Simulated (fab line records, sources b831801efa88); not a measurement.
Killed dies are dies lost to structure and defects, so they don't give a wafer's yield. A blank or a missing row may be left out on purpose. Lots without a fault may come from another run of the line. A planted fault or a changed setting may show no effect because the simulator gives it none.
Which tool did it? | flow gf180mcu | 7 lots, 21 wafers sampled, at 2 steps of a route of 602

WHAT THE GAUGES READ, wafer by wafer
GF_V5_CD_MEAS_14: target cd 260 nm.
lot  | measured     | on        | cd_nm (nm)
L160 | day 28 12:22 | cd_sem-01 | 258.9 258.5 260.5
L161 | day 28 21:11 | cd_sem-01 | 258.4 259.1 259.7
L166 | day 30 10:28 | cd_sem-02 | 292.6 291.2 293.1
L171 | day 31 12:01 | cd_sem-02 | 259.9 261.0 258.6
L173 | day 31 22:25 | cd_sem-01 | 259.4 258.8 257.8
L175 | day 32 10:18 | cd_sem-02 | 260.4 260.5 260.4
L179 | day 33 13:28 | cd_sem-02 | 260.0 260.3 260.0

WHICH TOOL RAN EACH LOT (tool, then ch and the chambers of the sampled wafers, then the start)
lot  | GF_V5_SOFTBAKE_10
L160 | litho_track-04 ch 0, day 28 02:00
L161 | litho_track-02 ch 0, day 28 11:00
L166 | litho_track-04 ch 0, day 30 01:00
L171 | litho_track-02 ch 0, day 31 03:00
L173 | litho_track-01 ch 0, day 31 13:00
L175 | litho_track-01 ch 0, day 32 01:00
L179 | litho_track-02 ch 0, day 33 05:00
- GF_V5_SOFTBAKE_10: time 60 s.

THE ANSWER, worked out from the rows above alone
Rule: what is usual is taken from the lots themselves. Put in order of their means at a reading, lots are off if they are a third of the lots or fewer, leave a main group of 4 or more, and stand apart from it by a gap of 3 or more times the standard deviation of the main group's means; of several such gaps the widest counts. A main group whose means are all the same, to the digits that the tables above print for the reading, isn't used. A lot without any number at a reading at which 4 lots or more have one is off too. The other lots that the step has rows for count as sound.
Off: L166, at GF_V5_CD_MEAS_14 (cd_nm). The main group: mean 259.6 nm, standard deviation 0.61.
A tool fits if, at a process step before that reading, it ran every lot that is off, and no sound lot after the first of them. The gauges at GF_V5_CD_MEAS_14 are tried like those tools. One fits: litho_track-04 at GF_V5_SOFTBAKE_10. Its last sound lot is L160 (day 28 02:00), its first lot that is off L166 (day 30 01:00): a fault that began between those two fits.

WHAT THE SIMULATOR HAD PUT IN
Process parameter drift: litho_track-04, from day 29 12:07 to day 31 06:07, at GF_V5_SOFTBAKE_10. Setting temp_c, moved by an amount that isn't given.
Lots struck among those shown: L166. The rule above found the same.
